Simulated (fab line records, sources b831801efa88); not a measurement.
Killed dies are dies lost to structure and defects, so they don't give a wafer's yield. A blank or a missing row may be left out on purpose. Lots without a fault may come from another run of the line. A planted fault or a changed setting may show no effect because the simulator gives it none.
fab line records | flow sky130
record lots=24 wafers=72 last_day=50
route steps=708 shown VT_ADJUST_HVTR@138 VIA2@523 METAL3@565 METAL4@629 VIA4@656 METAL5@675
lots that met no fault: from a run of the same line without faults
start_h: hours from the record's first day to the start of the lot's first wafer shown | wait_h: hours since the lot's step before | " the same as in the row above | L1.1+2: a row that stands for several wafers | - no value, or no start given | * or withheld: withheld | < > ~ a bound
route shown NAME@n: a module of which the file shows steps, and the number in the route of the first | usual: mean/standard deviation of fault-free wafers | same: alike in all rows | chamber/n: place in a boat | sites: the reading at each site | _std_site: their standard deviation | _edge_site: outer sites' mean less inner sites' | radius_mm: how far each site lies from the wafer's centre | mask NAME#n: copy n | behind: the tool/chamber that last shaped the wafer | hold: why the lot was held/for how many hours/how that ended | device: the transistor (n, p or np) that didn't switch | end of line: the same wafers' tests at the end of the route | a step without rows: its recipe alone | killed: dies lost to structure and defects at the first sort, not the wafer's yield | map: a wafer's dies, x killed, . not, _ none there
set.NAME: the setting as run; set.NAME@STEP: as run at that earlier step | model.NAME: the simulator's own value behind a step, which no gauge read
steps of the route over a sample of lots; a table a step, a row a wafer
services: from which hour (start_h, from the record's first day; less than 0 if before it) a tool's chamber was out of use, for how many hours, and why
## steps
# step SKY_VT_ADJUST_HVTR_CD_MEAS_07
# recipe target_cd_nm=380
# usual cd_nm=380.4/2.6
# columns lot.wafer tool chamber start_h wait_h cd_nm
L074.2 cd_sem-01 - 209.45 0.1 378.5
L074.4 " - " " 379.1
L074.5 " - " " 379.4
L075.2 cd_sem-01 - 212.17 0.1 376.1
L075.5 " - " " 382.0
L075.6 " - " " 380.8
L076.1 cd_sem-02 - 219.03 0.1 379.0
L076.4 " - " " 381.3
L076.5 " - " " 381.8
L077.2 cd_sem-01 - 228.12 0.1 379.3
L077.3 " - " " 378.9
L077.6 " - " " 381.3
L078.1 cd_sem-02 - 235.80 0.1 377.5
L078.2 " - " " 380.4
L078.6 " - " " 378.9
L079.3 cd_sem-01 - 241.89 0.1 379.2
L079.4 " - " " 381.0
L079.5 " - " " 381.1
L080.1 cd_sem-01 - 248.58 0.1 379.0
L080.2 " - " " 383.1
L080.5 " - " " 382.5
L081.2 cd_sem-02 - 259.72 0.1 376.8
L081.3 " - " " 381.5
L081.6 " - " " 379.5
L082.1 cd_sem-02 - 264.65 0.1 379.1
L082.3 " - " " 377.0
L082.5 " - " " 376.3
L083.1 cd_sem-01 - 268.43 0.1 383.6
L083.3 " - " " 382.8
L083.4 " - " " 383.5
L084.4 cd_sem-01 - 276.29 0.1 386.1
L084.5 " - " " 383.5
L084.6 " - " " 385.0
L085.2 cd_sem-02 - 284.52 0.1 387.8
L085.3 " - " " 384.5
L085.6 " - " " 386.4
L086.2 cd_sem-02 - 291.07 0.1 381.4
L086.3 " - " " 383.3
L086.5 " - " " 380.8
L087.2 cd_sem-02 - 301.55 0.1 380.6
L087.5 " - " " 382.7
L087.6 " - " " 381.5
L088.2 cd_sem-01 - 310.37 0.1 379.5
L088.5 " - " " 381.0
L088.6 " - " " 380.6
L089.1 cd_sem-02 - 312.40 0.1 378.1
L089.2 " - " " 380.7
L089.5 " - " " 377.5
L090.4 cd_sem-01 - 318.99 0.1 379.4
L090.5 " - " " 381.0
L090.6 " - " " 380.0
L091.1 cd_sem-01 - 326.58 0.1 384.0
L091.4 " - " " 384.2
L091.5 " - " " 385.4
L092.1 cd_sem-02 - 333.65 0.1 377.8
L092.5 " - " " 375.8
L092.6 " - " " 375.1
L093.1 cd_sem-02 - 346.68 0.1 377.7
L093.4 " - " " 376.6
L093.5 " - " " 375.3
L094.2 cd_sem-01 - 351.12 0.1 380.0
L094.5 " - " " 379.1
L094.6 " - " " 381.4
L095.2 cd_sem-01 - 361.57 0.1 377.3
L095.3 " - " " 378.9
L095.6 " - " " 379.0
L096.3 cd_sem-02 - 366.29 0.1 381.1
L096.4 " - " " 381.5
L096.5 " - " " 380.4
L097.1 cd_sem-01 - 376.80 0.1 378.2
L097.3 " - " " 378.7
L097.4 " - " " 380.0
# step SKY_VIA2_STRIP_16
# recipe chemistry=O2/N2 power_w=1400 pressure_mtorr=1500 platen_temp_c=withheld o2_flow_sccm=3000 n2_flow_sccm=300 overash_fraction=0.5
# usual drypump_motor_current_A=5.6/0.39 oes_product_au=0.397/0.0047 strip_time_to_endpoint_s=4.034/0.03
# columns lot.wafer tool chamber start_h wait_h drypump_motor_current_A oes_product_au rf_hours_counter_h strip_time_to_endpoint_s
L074.2 plasma_asher-03 0 855.04 0.0 6.1 0.404 107 4.089
L074.4 " 0 " " 6.1 0.398 - 4.003
L074.5 " 0 " " 6.1 0.395 - 4.039
L075.2 plasma_asher-02 0 857.31 0.0 5.2 0.410 42 4.062
L075.5 " 0 " " 5.2 0.389 - 4.004
L075.6 " 1 " " 5.1 0.392 - 4.036
L076.1 plasma_asher-02 1 869.21 0.0 5.1 0.397 44 3.972
L076.4 " 0 " " 5.2 0.385 - 3.958
L076.5 " 1 " " 5.1 0.398 - 3.970
L077.2 plasma_asher-02 1 877.41 0.0 5.1 0.401 45 4.033
L077.3 " 0 " " 5.2 0.393 - 4.067
L077.6 " 1 " " 5.1 0.396 - 4.033
L078.1 plasma_asher-02 1 880.90 0.0 5.1 0.395 45 4.036
L078.2 " 0 " " 5.2 0.402 45 4.072
L078.6 " 0 " " 5.2 0.395 - 4.044
L079.3 plasma_asher-01 0 905.13 0.1 6.0 0.399 - 4.048
L079.4 " 1 " " 5.4 0.397 - 4.041
L079.5 " 1 " " 5.4 0.404 - 4.010
L080.1 plasma_asher-03 0 907.91 0.0 6.1 0.401 114 4.034
L080.2 " 1 " " 6.0 0.396 114 4.023
L080.5 " 1 " " 6.0 0.390 - 4.000
L081.2 plasma_asher-01 1 909.46 0.0 5.4 0.399 73 4.058
L081.3 " 1 " " 5.4 0.398 - 4.070
L081.6 " 0 " " 5.9 0.399 - 4.072
L082.1 plasma_asher-01 0 919.23 0.0 6.0 0.389 73 4.040
L082.3 " 0 " " 5.9 0.400 - 4.015
L082.5 " 0 " " 6.0 0.396 - 4.051
L083.1 plasma_asher-01 1 926.79 0.0 5.3 0.403 74 4.005
L083.3 " 0 " " 5.9 0.396 - 4.006
L083.4 " 1 " " 5.4 0.391 - 4.052
L084.4 plasma_asher-01 0 930.53 0.1 5.9 0.398 - 4.023
L084.5 " 1 " " 5.4 0.388 - 3.998
L084.6 " 0 " " 5.9 0.391 - 4.046
L085.2 plasma_asher-01 1 933.94 0.0 5.4 0.400 75 4.013
L085.3 " 0 " " 6.0 0.388 - 4.018
L085.6 " 0 " " 5.9 0.399 - 4.045
L086.2 plasma_asher-01 0 941.96 0.0 5.9 0.392 76 4.028
L086.3 " 0 " " 5.9 0.400 - 4.020
L086.5 " 1 " " 5.4 0.391 - 3.980
L087.2 plasma_asher-03 0 948.64 0.0 6.1 0.404 118 4.076
L087.5 " 1 " " 6.0 0.402 - 4.069
L087.6 " 0 " " 6.1 0.395 - 4.058
L088.2 plasma_asher-01 1 960.89 0.0 5.4 0.398 78 4.040
L088.5 " 1 " " 5.4 0.392 - 3.964
L088.6 " 0 " " 5.9 0.396 - 4.029
L089.1 plasma_asher-02 1 961.94 0.0 5.1 0.400 54 4.021
L089.2 " 0 " " 5.2 0.398 54 4.006
L089.5 " 0 " " 5.2 0.404 - 4.015
L090.4 plasma_asher-03 0 962.33 0.1 6.1 0.388 - 4.016
L090.5 " 1 " " 6.0 0.402 - 4.061
L090.6 " 0 " " 6.1 0.397 - 4.035
L091.1 plasma_asher-03 0 970.44 0.0 6.1 0.389 120 3.990
L091.4 " 0 " " 6.1 0.399 - 4.046
L091.5 " 0 " " 6.1 0.401 - 4.062
L092.1 plasma_asher-01 0 984.31 0.0 5.9 0.396 80 3.991
L092.5 " 0 " " 5.9 0.399 - 4.071
L092.6 " 1 " " 5.4 0.396 - 3.995
L094.2 plasma_asher-01 1 994.76 0.0 5.4 0.395 81 4.052
L094.5 " 1 " " 5.4 0.401 - 4.057
L094.6 " 0 " " 6.0 0.392 - 4.029
L093.1 plasma_asher-02 1 995.44 0.0 5.1 0.398 58 4.037
L093.4 " 0 " " 5.2 0.399 - 4.031
L093.5 " 1 " " 5.1 0.398 - 4.077
L095.2 plasma_asher-02 0 1006.29 0.0 5.2 0.402 59 4.047
L095.3 " 1 " " 5.1 0.407 - 4.052
L095.6 " 1 " " 5.1 0.400 - 4.027
L096.3 plasma_asher-02 0 1008.94 0.1 5.2 0.396 - 4.093
L096.4 " 1 " " 5.1 0.403 - 4.043
L096.5 " 1 " " 5.1 0.399 - 4.068
L097.1 plasma_asher-03 1 1015.76 0.0 5.9 0.397 123 4.023
L097.3 " 0 " " 6.1 0.395 - 3.950
L097.4 " 1 " " 5.9 0.400 - 4.020
# step SKY_METAL3_DESCUM_15
# recipe chemistry=O2 source_power_w=150 bias_power_w=0 pressure_mtorr=10 temp_c=40 time_s=8
# usual drypump_motor_current_A=5.91/0.3 oes_product_au=1.017/0.011
# columns lot.wafer tool chamber start_h wait_h drypump_motor_current_A oes_product_au rf_hours_counter_h
L074.2 rie_metal-02 1 909.56 0.0 5.57 1.008 -
L074.4 " 1 " " 5.57 1.009 -
L074.5 " 1 " " 5.56 1.003 -
L075.2 rie_metal-03 1 911.30 0.0 6.44 1.013 5
L075.5 " 0 " " 5.93 1.027 -
L075.6 " 1 " " 6.44 1.014 -
L076.1 rie_metal-04 1 923.00 0.0 5.87 1.016 7
L076.4 " 0 " " 5.71 1.008 -
L076.5 " 0 " " 5.71 1.007 -
L077.2 rie_metal-02 0 930.55 0.0 5.98 1.019 15
L077.3 " 1 " " 5.55 1.007 -
L077.6 " 0 " " 6.02 1.024 -
L078.1 rie_metal-02 1 934.19 0.0 5.58 1.003 18
L078.2 " 0 " " 5.99 1.020 15
L078.6 " 0 " " 5.97 1.016 -
L079.3 rie_metal-04 0 956.30 0.0 5.73 1.005 -
L079.4 " 1 " " 5.83 1.027 -
L079.5 " 0 " " 5.73 1.007 -
L080.1 rie_metal-02 0 958.89 0.0 5.98 1.021 17
L080.2 " 1 " " 5.57 1.014 20
L080.5 " 0 " " 5.97 1.025 -
L081.2 rie_metal-02 0 961.40 0.0 5.97 1.032 17
L081.3 " 0 " " 5.97 1.027 -
L081.6 " 0 " " 5.96 1.024 -
L082.1 rie_metal-03 0 970.40 0.0 5.92 1.021 18
L082.3 " 0 " " 5.93 1.024 -
L082.5 " 1 " " 6.44 1.019 -
L083.1 rie_metal-03 0 977.74 0.0 5.91 1.024 18
L083.3 " 0 " " 5.92 1.022 -
L083.4 " 1 " " 6.44 1.031 -
L084.4 rie_metal-03 1 980.25 0.0 6.39 1.033 -
L084.5 " 1 " " 6.42 1.029 -
L084.6 " 0 " " 5.92 1.026 -
L085.2 rie_metal-02 0 983.39 0.0 5.99 1.023 18
L085.3 " 1 " " 5.56 1.018 -
L085.6 " 1 " " 5.57 1.018 -
L086.2 rie_metal-04 0 993.04 0.0 5.71 1.003 6
L086.3 " 1 " " 5.83 1.019 -
L086.5 " 1 " " 5.85 1.015 -
L087.2 rie_metal-02 0 998.94 0.0 5.98 1.024 19
L087.5 " 0 " " 5.97 1.021 -
L087.6 " 1 " " 5.56 1.006 -
L088.2 rie_metal-02 0 1010.60 0.0 5.96 1.026 19
L088.5 " 0 " " 5.97 1.026 -
L088.6 " 1 " " 5.57 1.000 -
L089.1 rie_metal-02 0 1012.10 0.0 6.00 1.022 19
L089.2 " 1 " " 5.58 1.007 23
L089.5 " 0 " " 5.97 1.020 -
L090.4 rie_metal-02 1 1012.51 0.0 5.55 1.000 -
L090.5 " 1 " " 5.54 1.005 -
L090.6 " 0 " " 5.99 1.017 -
L091.1 rie_metal-04 1 1020.65 0.0 5.84 1.035 13
L091.4 " 1 " " 5.85 1.025 -
L091.5 " 0 " " 5.72 1.002 -
L092.1 rie_metal-04 1 1033.30 0.0 5.87 1.020 14
L092.5 " 0 " " 5.72 0.991 -
L092.6 " 1 " " 5.87 1.017 -
L094.2 rie_metal-03 1 1042.26 0.0 6.43 1.024 -
L094.5 " 1 " " 6.42 1.026 -
L094.6 " 1 " " 6.43 1.031 -
L093.1 rie_metal-04 1 1043.50 0.0 5.86 1.016 15
L093.4 " 0 " " 5.72 0.987 -
L093.5 " 1 " " 5.85 1.025 -
L095.2 rie_metal-03 1 1055.02 0.0 6.41 1.030 -
L095.3 " 1 " " 6.41 1.025 -
L095.6 " 1 " " 6.40 1.028 -
L096.3 rie_metal-04 1 1056.86 0.0 5.85 1.029 -
L096.4 " 0 " " 5.72 0.990 -
L096.5 " 1 " " 5.83 1.023 -
L097.1 rie_metal-03 1 1061.95 0.0 6.43 1.033 14
L097.3 " 1 " " 6.42 1.022 -
L097.4 " 1 " " 6.40 1.022 -
# step SKY_METAL4_CD_MEAS_13
# recipe target_cd_nm=300
# usual cd_nm=299.9/1.3
# columns lot.wafer tool chamber start_h wait_h cd_nm
L074.2 cd_sem-02 - 987.87 - 300.3
L074.4 " - " " 298.6
L074.5 " - " " 299.0
L075.2 cd_sem-02 - 989.42 - 299.6
L075.5 " - " " 302.1
L075.6 " - " " 300.7
L076.1 cd_sem-02 - 1001.00 - 299.2
L076.4 " - " " 300.9
L076.5 " - " " 299.9
L077.2 cd_sem-01 - 1005.52 - 299.2
L077.3 " - " " 299.8
L077.6 " - " " 297.8
L078.1 cd_sem-01 - 1009.80 - 298.1
L078.2 " - " " 299.6
L078.6 " - " " 298.0
L079.3 cd_sem-01 - 1030.19 - 298.2
L079.4 " - " " 297.0
L079.5 " - " " 298.9
L080.1 cd_sem-01 - 1033.85 - 297.6
L080.2 " - " " 298.3
L080.5 " - " " 298.3
L081.2 cd_sem-02 - 1037.32 - 299.8
L081.3 " - " " 301.0
L081.6 " - " " 300.0
L082.1 cd_sem-02 - 1044.35 - 300.6
L082.3 " - " " 300.7
L082.5 " - " " 301.1
L083.1 cd_sem-02 - 1053.15 - 299.6
L083.3 " - " " 299.7
L083.4 " - " " 299.9
L084.4 cd_sem-02 - 1054.26 - 300.3
L084.5 " - " " 299.6
L084.6 " - " " 301.4
L085.2 cd_sem-02 - 1057.07 - 298.4
L085.3 " - " " 299.1
L085.6 " - " " 298.0
L086.2 cd_sem-02 - 1064.07 - 301.0
L086.3 " - " " 300.4
L086.5 " - " " 302.3
L087.2 cd_sem-02 - 1070.32 - 302.3
L087.5 " - " " 302.0
L087.6 " - " " 301.7
L088.2 cd_sem-02 - 1080.87 - 301.7
L088.5 " - " " 300.7
L088.6 " - " " 301.2
L089.1 cd_sem-02 - 1082.20 - 298.8
L089.2 " - " " 299.5
L089.5 " - " " 301.3
L090.4 cd_sem-02 - 1083.26 - 298.2
L090.5 " - " " 297.6
L090.6 " - " " 297.7
L091.1 cd_sem-01 - 1090.45 - 299.8
L091.4 " - " " 300.1
L091.5 " - " " 298.2
L092.1 cd_sem-01 - 1102.55 - 301.4
L092.5 " - " " 301.1
L092.6 " - " " 301.0
L094.2 cd_sem-01 - 1110.87 - 297.8
L094.5 " - " " 298.0
L094.6 " - " " 296.8
L093.1 cd_sem-02 - 1112.00 - 299.4
L093.4 " - " " 300.9
L093.5 " - " " 300.1
L095.2 cd_sem-02 - 1121.99 - 299.3
L095.3 " - " " 299.9
L095.6 " - " " 298.9
L096.3 cd_sem-01 - 1127.39 - 301.8
L096.4 " - " " 301.2
L096.5 " - " " 301.5
L097.1 cd_sem-02 - 1128.30 - 300.7
L097.3 " - " " 302.5
L097.4 " - " " 301.1
# step SKY_VIA4_SPUTTER_17
# recipe material=TiN target_thk_nm=20 chamber_pressure_pa=5 power_w=4000 time_s=80
# usual throttle_valve_pct=30.0/0.93
# columns lot.wafer tool chamber start_h wait_h throttle_valve_pct
L074.2 pvd_sputter-01 - 1013.99 0.0 29.3
L074.4 " - " " 31.2
L074.5 " - " " 30.9
L075.2 pvd_sputter-01 - 1015.38 0.0 30.9
L075.5 " - " " 29.4
L075.6 " - " " 30.9
L076.1 pvd_sputter-02 - 1025.68 0.0 29.8
L076.4 " - " " 29.2
L076.5 " - " " 29.4
L077.2 pvd_sputter-02 - 1029.27 0.0 30.0
L077.3 " - " " 30.0
L077.6 " - " " 28.7
L078.1 pvd_sputter-01 - 1034.95 0.0 29.3
L078.2 " - " " 28.9
L078.6 " - " " 29.3
L079.3 pvd_sputter-02 - 1054.55 0.0 30.1
L079.4 " - " " 29.3
L079.5 " - " " 29.9
L080.1 pvd_sputter-04 - 1058.43 0.0 29.9
L080.2 " - " " 29.8
L080.5 " - " " 30.0
L081.2 pvd_sputter-04 - 1061.75 0.0 30.1
L081.3 " - " " 29.7
L081.6 " - " " 29.5
L082.1 pvd_sputter-02 - 1067.81 0.0 29.3
L082.3 " - " " 28.9
L082.5 " - " " 28.4
L083.1 pvd_sputter-01 - 1076.16 0.0 30.7
L083.3 " - " " 30.9
L083.4 " - " " 29.1
L084.4 pvd_sputter-04 - 1077.70 0.0 29.5
L084.5 " - " " 29.5
L084.6 " - " " 31.9
L085.2 pvd_sputter-04 - 1081.05 0.0 29.9
L085.3 " - " " 29.8
L085.6 " - " " 29.8
L086.2 pvd_sputter-01 - 1088.74 0.0 29.3
L086.3 " - " " 29.3
L086.5 " - " " 29.0
L087.2 pvd_sputter-01 - 1094.13 0.0 29.1
L087.5 " - " " 29.0
L087.6 " - " " 29.3
L088.2 pvd_sputter-02 - 1103.93 0.0 29.7
L088.5 " - " " 28.7
L088.6 " - " " 29.7
L089.1 pvd_sputter-01 - 1105.73 0.0 31.1
L089.2 " - " " 29.3
L089.5 " - " " 29.4
L090.4 pvd_sputter-02 - 1105.89 0.0 28.7
L090.5 " - " " 29.9
L090.6 " - " " 30.0
L091.1 pvd_sputter-02 - 1113.39 0.0 28.9
L091.4 " - " " 29.8
L091.5 " - " " 29.8
L092.1 pvd_sputter-01 - 1124.56 0.0 30.9
L092.5 " - " " 29.1
L092.6 " - " " 31.2
L094.2 pvd_sputter-04 - 1133.13 0.0 29.2
L094.5 " - " " 29.9
L094.6 " - " " 31.9
L093.1 pvd_sputter-02 - 1134.80 0.0 29.7
L093.4 " - " " 30.1
L093.5 " - " " 28.7
L095.2 pvd_sputter-04 - 1144.08 0.0 29.8
L095.3 " - " " 32.0
L095.6 " - " " 30.1
L096.3 pvd_sputter-01 - 1149.29 0.0 31.0
L096.4 " - " " 29.2
L096.5 " - " " 29.4
L097.1 pvd_sputter-04 - 1149.38 0.0 31.7
L097.3 " - " " 29.7
L097.4 " - " " 29.9
# step SKY_METAL5_DESCUM_14
# recipe chemistry=O2 source_power_w=150 bias_power_w=0 pressure_mtorr=10 temp_c=40 time_s=11
# usual drypump_motor_current_A=5.9/0.32 oes_product_au=1.006/0.015
# columns lot.wafer tool chamber start_h wait_h drypump_motor_current_A oes_product_au rf_hours_counter_h
L074.2 rie_metal-01 1 1037.78 0.1 5.5 1.004 2
L074.4 " 0 " " 6.0 0.991 -
L074.5 " 1 " " 5.5 1.008 -
L075.2 rie_metal-03 0 1038.45 0.1 5.9 1.024 21
L075.5 " 1 " " 6.5 1.006 -
L075.6 " 0 " " 5.9 1.020 -
L076.1 rie_metal-02 1 1049.05 0.1 5.6 1.013 25
L076.4 " 0 " " 6.0 1.033 -
L076.5 " 1 " " 5.5 1.013 -
L077.2 rie_metal-01 1 1052.00 0.1 5.5 0.997 3
L077.3 " 0 " " 6.0 0.983 -
L077.6 " 1 " " 5.5 1.000 -
L078.1 rie_metal-01 0 1058.10 0.1 6.0 0.980 8
L078.2 " 1 " " 5.5 0.991 4
L078.6 " 0 " " 6.0 0.991 -
L079.3 rie_metal-01 0 1076.06 0.1 6.0 0.981 -
L079.4 " 1 " " 5.5 1.003 -
L079.5 " 1 " " 5.5 1.004 -
L080.1 rie_metal-03 0 1081.78 0.1 5.9 1.005 1
L080.2 " 1 " " 6.4 1.027 15
L080.5 " 1 " " 6.4 1.026 -
L081.2 rie_metal-03 1 1084.35 0.1 6.4 1.025 15
L081.3 " 1 " " 6.4 1.031 -
L081.6 " 0 " " 5.9 1.016 -
L082.1 rie_metal-02 0 1090.30 0.1 6.0 1.012 26
L082.3 " 1 " " 5.6 1.003 -
L082.5 " 1 " " 5.5 0.998 -
L083.1 rie_metal-01 1 1097.18 0.1 5.5 0.997 6
L083.3 " 1 " " 5.5 1.011 -
L083.4 " 0 " " 6.1 0.998 -
L084.4 rie_metal-03 0 1098.86 0.1 5.9 0.999 -
L084.5 " 0 " " 5.9 1.014 -
L084.6 " 1 " " 6.4 1.029 -
L085.2 rie_metal-02 0 1103.15 0.1 6.0 1.022 27
L085.3 " 1 " " 5.6 0.991 -
L085.6 " 1 " " 5.6 0.995 -
L086.2 rie_metal-02 0 1109.85 0.1 6.0 1.025 27
L086.3 " 1 " " 5.6 0.998 -
L086.5 " 0 " " 6.0 1.011 -
L087.2 rie_metal-01 0 1114.70 0.1 6.0 0.995 12
L087.5 " 1 " " 5.5 1.004 -
L087.6 " 0 " " 6.0 0.995 -
L088.2 rie_metal-03 0 1124.60 0.1 5.9 1.011 4
L088.5 " 1 " " 6.4 1.033 -
L088.6 " 0 " " 5.9 1.011 -
L089.1 rie_metal-02 0 1126.65 0.1 6.0 1.015 29
L089.2 " 1 " " 5.5 0.986 4
L089.5 " 0 " " 6.0 1.020 -
L090.4 rie_metal-03 1 1126.81 0.1 6.4 1.037 -
L090.5 " 0 " " 5.9 1.013 -
L090.6 " 1 " " 6.4 1.041 -
L091.1 rie_metal-03 1 1134.60 0.1 6.5 1.017 19
L091.4 " 0 " " 5.9 0.995 -
L091.5 " 0 " " 5.9 1.007 -
L092.1 rie_metal-02 0 1143.93 0.1 6.0 1.028 31
L092.5 " 0 " " 6.0 1.043 -
L092.6 " 1 " " 5.6 0.992 -
L094.2 rie_metal-02 1 1152.35 0.1 5.6 0.992 -
L094.5 " 1 " " 5.6 0.998 -
L094.6 " 1 " " 5.6 0.986 -
L093.1 rie_metal-02 1 1154.43 0.1 5.6 0.986 7
L093.4 " 1 " " 5.6 1.000 -
L093.5 " 1 " " 5.6 0.983 -
L095.2 rie_metal-02 1 1162.11 0.1 5.5 0.986 -
L095.3 " 1 " " 5.5 0.980 -
L095.6 " 1 " " 5.6 0.994 -
L096.3 rie_metal-03 0 1167.15 0.1 5.9 1.011 -
L096.4 " 1 " " 6.4 1.023 -
L096.5 " 0 " " 5.9 1.010 -
L097.1 rie_metal-02 1 1167.43 0.1 5.6 0.990 10
L097.3 " 1 " " 5.6 1.000 -
L097.4 " 1 " " 5.6 0.996 -
## services
# columns tool chamber start_h hours kind
rie_metal-03 1 835.88 4.2 repair
pvd_sputter-01 - 848.94 5.2 repair
rie_metal-01 1 863.65 7.3 repair
rie_metal-01 - 882.57 28.1 pm
pvd_sputter-04 - 886.75 3.0 repair
plasma_asher-02 - 900.31 1.4 repair
rie_metal-02 0 907.79 10.5 repair
rie_metal-04 0 932.06 16.6 repair
rie_metal-03 - 953.22 0.9 repair
rie_metal-01 - 967.61 2.8 pm
rie_metal-01 0 970.98 10.6 repair
pvd_sputter-01 - 981.03 1.2 repair
plasma_asher-01 - 986.27 2.8 pm
plasma_asher-03 - 994.13 20.8 pm
pvd_sputter-02 - 995.14 1.4 repair
pvd_sputter-01 - 1002.17 5.9 repair
pvd_sputter-04 - 1004.48 15.0 repair
plasma_asher-03 - 1019.23 9.1 repair
pvd_sputter-01 - 1028.30 3.0 repair
plasma_asher-03 - 1055.25 9.0 pm
rie_metal-02 - 1068.22 0.7 repair
plasma_asher-01 - 1088.08 15.6 repair
rie_metal-04 - 1105.64 2.8 pm
rie_metal-02 - 1123.47 0.9 repair
## key
fault none
